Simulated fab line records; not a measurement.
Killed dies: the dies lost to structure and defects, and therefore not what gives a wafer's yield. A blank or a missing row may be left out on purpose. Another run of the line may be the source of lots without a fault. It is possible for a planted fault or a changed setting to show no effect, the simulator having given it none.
Which tool was responsible? + flow gf180mcu + 13 lots, 39 wafers sampled, at 5 steps of a route of 602

== WHAT EACH GAUGE READ, for each wafer ==
GF_M1_OVL_MEAS_15.
| lot  | measured     | on         | M1_OVL (nm) |
|------|--------------|------------|-------------|
| L416 | day 17 09:55 | overlay-02 | 1 4 4       |
| L417 | day 17 19:37 | overlay-02 | -5 2 1      |
| L420 | day 19 01:34 | overlay-01 | 9 0 3       |
| L422 | day 19 17:55 | overlay-01 | 4 -3 -5     |
| L429 | day 22 20:44 | overlay-01 | -7 0 -5     |
| L431 | day 23 12:58 | overlay-02 | 1 12 2      |
| L433 | day 24 02:31 | overlay-02 | -1 2 -9     |
| L432 | day 24 03:22 | overlay-01 | -2 1 2      |
| L437 | day 25 06:53 | overlay-02 | 6 10 7      |
| L438 | day 25 09:58 | overlay-02 | 6 3 1       |

GF_V1_OVL_MEAS_15.
| lot  | measured     | on         | V1_OVL (nm) |
|------|--------------|------------|-------------|
| L416 | day 18 10:26 | overlay-02 | 2 -4 -3     |
| L417 | day 18 20:49 | overlay-01 | -4 -4 -6    |
| L420 | day 20 03:13 | overlay-02 | -1 3 8      |
| L422 | day 20 19:46 | overlay-01 | 3 0 -2      |
| L429 | day 23 21:29 | overlay-02 | 1 -2 2      |
| L431 | day 24 12:13 | overlay-02 | 9 -5 2      |
| L433 | day 25 01:52 | overlay-01 | -5 1 -3     |
| L432 | day 25 03:13 | overlay-01 | -1 7 4      |
| L437 | day 26 05:31 | overlay-02 | -3 4 2      |
| L438 | day 26 08:25 | overlay-02 | 2 0 5       |

== TOOL THAT RAN EACH LOT (tool first, then ch and the chambers of the sampled wafers, then the start) ==
| lot  | GF_POLY_GATE_ETCH_13             | GF_POLY_GATE_STRIP_14                | GF_V1_CVD_02                    |
|------|----------------------------------|--------------------------------------|---------------------------------|
| L416 | rie si-01 ch 0,1,2, day 9 12:51  | plasma asher-02 ch 0,1, day 9 12:55  | pecvd-02 ch 0,2, day 17 10:55   |
| L417 | rie si-01 ch 1,2,3, day 9 18:29  | plasma asher-02 ch 0,1, day 9 18:33  | pecvd-02 ch 0,2, day 17 20:29   |
| L420 | rie si-01 ch 1,2,3, day 10 17:24 | plasma asher-02 ch 0,1, day 10 17:28 | pecvd-03 ch 0,1,2, day 19 02:23 |
| L422 | rie si-01 ch 1,2,3, day 11 05:06 | plasma asher-02 ch 0,1, day 11 05:10 | pecvd-01 ch 1,2, day 19 18:45   |
| L423 | rie si-02 ch 0,1,2, day 11 13:47 | plasma asher-01 ch 0,1, day 11 13:50 | -                               |
| L424 | rie si-02 ch 0,1, day 11 19:36   | plasma asher-01 ch 0,1, day 11 19:41 | -                               |
| L425 | rie si-01 ch 1,2,3, day 12 06:45 | plasma asher-02 ch 0,1, day 12 06:49 | -                               |
| L429 | rie si-01 ch 0,1,3, day 13 18:08 | plasma asher-01 ch 0,1, day 13 18:11 | pecvd-03 ch 1,2, day 22 21:35   |
| L431 | rie si-01 ch 0,3, day 14 08:56   | plasma asher-01 ch 0,1, day 14 08:59 | pecvd-01 ch 0,1,2, day 23 13:48 |
| L433 | rie si-02 ch 1,2,3, day 14 22:51 | plasma asher-01 ch 0,1, day 14 22:55 | pecvd-02 ch 0,1,2, day 24 03:22 |
| L432 | rie si-01 ch 2,3, day 14 22:53   | plasma asher-02 ch 0,1, day 14 22:56 | pecvd-01 ch 0,1,2, day 24 04:11 |
| L437 | rie si-01 ch 0,1, day 16 03:53   | plasma asher-02 ch 0,1, day 16 03:59 | pecvd-03 ch 0,2, day 25 07:44   |
| L438 | rie si-01 ch 1,2,3, day 16 07:32 | plasma asher-01 ch 0,1, day 16 07:35 | pecvd-03 ch 0,2, day 25 10:48   |
- GF_POLY_GATE_ETCH_13: etches poly-Si in HBr/Cl2, stops on SiO2, target depth 198.5 nm, time 69.6 s.
- GF_POLY_GATE_STRIP_14: strips in O2/N2.
- GF_V1_CVD_02: deposits SiO2 from TEOS, target thk 850 nm, time 94.851 s.

== AS READ BY THE TOOLS THEMSELVES (means over the sampled wafers that have a number; for cases with no such wafer, the mark the record gives instead) ==
GF_POLY_GATE_ETCH_13.
| lot  | tool      | HBr_flow_sccm (sccm) | bias w (W) | drypump motor current A (A) | oes product au (a.u.) | throttle valve pct (%) |
|------|-----------|----------------------|------------|-----------------------------|-----------------------|------------------------|
| L416 | rie si-01 | 150.0                | 100.27     | 5.4                         | 0.994                 | 33.689                 |
| L417 | rie si-01 | 149.8                | 100.06     | 5.3                         | 0.993                 | 33.677                 |
| L420 | rie si-01 | 149.9                | 99.82      | 5.3                         | 0.981                 | 33.676                 |
| L422 | rie si-01 | 150.1                | 100.04     | 5.3                         | 0.991                 | 33.679                 |
| L423 | rie si-02 | -                    | -          | -                           | -                     | -                      |
| L424 | rie si-02 | -                    | -          | -                           | -                     | -                      |
| L425 | rie si-01 | -                    | -          | -                           | -                     | -                      |
| L429 | rie si-01 | 150.0                | 99.72      | 5.4                         | 0.994                 | 33.685                 |
| L431 | rie si-01 | 150.3                | 100.25     | 5.6                         | 0.990                 | 33.678                 |
| L433 | rie si-02 | 150.1                | 99.92      | 5.7                         | 0.984                 | 33.677                 |
| L432 | rie si-01 | 150.2                | 100.07     | 5.4                         | 0.986                 | 33.686                 |
| L437 | rie si-01 | 149.5                | 99.91      | 5.4                         | 0.995                 | 33.689                 |
| L438 | rie si-01 | 149.7                | 100.20     | 5.3                         | 0.988                 | 33.680                 |

GF_POLY_GATE_STRIP_14.
| lot  | tool            | drypump motor current A (A) | heater power w (W) | oes product au (a.u.) |
|------|-----------------|-----------------------------|--------------------|-----------------------|
| L416 | plasma asher-02 | 5.59                        | 328                | 0.504                 |
| L417 | plasma asher-02 | 5.56                        | 325                | 0.506                 |
| L420 | plasma asher-02 | 5.57                        | 322                | 0.504                 |
| L422 | plasma asher-02 | 5.55                        | 326                | 0.505                 |
| L423 | plasma asher-01 | 5.43                        | 353                | 0.544                 |
| L424 | plasma asher-01 | 5.43                        | 360                | 0.539                 |
| L425 | plasma asher-02 | 5.55                        | 293                | 0.539                 |
| L429 | plasma asher-01 | 5.41                        | 355                | 0.502                 |
| L431 | plasma asher-01 | 5.27                        | 389                | 0.507                 |
| L433 | plasma asher-01 | 5.26                        | 387                | 0.505                 |
| L432 | plasma asher-02 | 5.56                        | 293                | 0.497                 |
| L437 | plasma asher-02 | 5.55                        | 296                | 0.499                 |
| L438 | plasma asher-01 | 5.43                        | 361                | 0.509                 |

GF_V1_CVD_02.
| lot  | tool     | heater power w (W) |
|------|----------|--------------------|
| L416 | pecvd-02 | 636                |
| L417 | pecvd-02 | 665                |
| L420 | pecvd-03 | 580                |
| L422 | pecvd-01 | 633                |
| L429 | pecvd-03 | 567                |
| L431 | pecvd-01 | 574                |
| L433 | pecvd-02 | 684                |
| L432 | pecvd-01 | 559                |
| L437 | pecvd-03 | 619                |
| L438 | pecvd-03 | 578                |

== THE ANSWER, worked out from the rows above alone ==
Rule: what is usual is taken from the lots themselves. The widest of any qualifying gaps counts: lots, ordered by their means at a reading, are off when they make up no more than a third of the lots, leave a main group of 4 or more, and stand apart from it by 3 or more times the standard deviation of that group's means. A main group whose means are all the same, to the digits that the tables above print for the reading, isn't used. Also off: a lot with no number at a reading for which 4 or more lots have one. Any other lot the step has rows for is counted as sound. After the gauges, taken in route order, come the tools' own readings; for these a lot's mean is taken, as printed above. The first step at which some lot is off is used, and at that step the reading that is off furthest; a lot without a number counts as furthest.
Off: L423, L424, L425, at GF_POLY_GATE_ETCH_13 (HBr_flow_sccm). Without a number there: L423, L424, L425. The main group: mean 150.0 sccm, standard deviation 0.23.
If a tool, at that step or one of the process steps before it, ran each lot that is off and ran no sound lot following the first of them, it fits. None of those tried fits.

== WHAT HAD BEEN PUT IN BY THE SIMULATOR ==
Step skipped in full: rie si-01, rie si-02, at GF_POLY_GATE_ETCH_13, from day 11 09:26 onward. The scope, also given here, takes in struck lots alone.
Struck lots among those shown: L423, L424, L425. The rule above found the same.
